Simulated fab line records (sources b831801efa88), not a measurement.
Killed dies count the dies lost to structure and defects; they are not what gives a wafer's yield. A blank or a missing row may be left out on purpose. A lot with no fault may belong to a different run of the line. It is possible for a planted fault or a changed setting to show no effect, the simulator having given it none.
Code-filled problem report in 8D (eight disciplines) form + flow sky130 + the parts of the form that need people (team, actions taken, sign-off) are left out

== 1. PROBLEM STATEMENT ==
VIA4_HDPCVD_THK at SKY_VIA4_THK_MEAS_01 reads a mean of 516 nm on 6 wafers of 2 lots; wafers without a fault read 1741 nm with a standard deviation of 20. That puts it -61 standard deviations away from the usual mean.
Seen first at day 45 03:08 on film-metro-01, wafer L377.1. The record has a number at this step for 36 wafers belonging to 12 lots. By rule, "out" or "out of limits" means more than 4 standard deviations away from the usual mean. Any other wafer with a number is counted as sound.

== 2. WHAT IT IS; WHAT IT IS NOT ==
| question                    | is                           | is not                                                                                       |
|-----------------------------|------------------------------|----------------------------------------------------------------------------------------------|
| which readings at this step | VIA4_HDPCVD_THK              | -                                                                                            |
| which lots                  | L377, L378                   | L367, L368, L369, L370, L371, L380, L381, L385, L389, L390                                   |
| which wafers of those lots  | all that have a number       | -                                                                                            |
| read on which gauges        | film-metro-01, film-metro-02 | film-metro-04                                                                                |
| when                        | from day 45 03:08            | up to then (15 sound wafers); but 15 sound wafers of L380, L381, L385, L389, L390 came after |

== 3. WHAT RULES OUT EACH SUSPECT ==
Counting: a tool stays on the suspect list if, at a process step up to the reading, it processed all lots that are out and no sound lot following the first of them.
- the gauge at SKY_VIA4_THK_MEAS_01 has been ruled out. 2 gauges (film-metro-01, film-metro-02) read the wafers that are out.
- hdpcvd-01 at SKY_VIA4_HDPCVD_00 (deposits SiO2, target thk 1750 nm, time 291.7 s): ruled out as a lasting fault. The sound lots L389 went through it after L377, its earliest lot that is out (day 45 02:52).
Left after counting: nothing in the record.

== 4. THE CAUSE (what the simulator had put in) ==
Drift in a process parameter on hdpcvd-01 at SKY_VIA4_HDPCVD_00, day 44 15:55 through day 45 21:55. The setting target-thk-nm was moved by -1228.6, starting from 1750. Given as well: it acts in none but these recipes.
It was ruled out by counting, in error; the rule expects a fault to strike all lots run on its tool from its start on, and this fault did not.

== 5. THE CHAIN OF EFFECTS, in route order ==
One row per reading whose mean, taken over the struck wafers that have a number, lies over 3 standard deviations from the usual. Only readings for which the record gives a usual standard deviation are gone through. hours: the time from each lot's start at the first step in this table that gives one to its start at this step, as a median over the lots. sigmas: the change in usual standard deviations.
| hours | step                 | reading         | usual      | on struck wafers | change | sigmas |
|-------|----------------------|-----------------|------------|------------------|--------|--------|
| 0     | SKY_VIA4_THK_MEAS_01 | VIA4_HDPCVD_THK | 1741 nm    | 516              | -1224  | -61    |
| 21    | SKY_VIA4_ETCH_12     | oes-product-au  | 0.926 a.u. | 0.869            | -0.057 | -13    |
Process steps it contains:
- SKY_VIA4_ETCH_12: etches SiO2 in C4F8/O2/Ar, stops on TiN, target depth 580 nm.
Later steps that measure or inspect, where all struck wafers having a row at the step show a number for every such reading and not one has moved that far: SKY_VIA4_BOW_MEAS_03.

== 6. HOW IT WOULD HAVE BEEN CAUGHT EARLIER ==
The first out-of-limits reading at a measuring or inspecting step in this record came at day 45 03:08, 11 hours after the fault's start at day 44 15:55.
An alarm limit of 4 standard deviations would not have fired on the tool readings at SKY_VIA4_HDPCVD_00 for which the record gives a usual standard deviation, since none of them was out on any struck wafer.
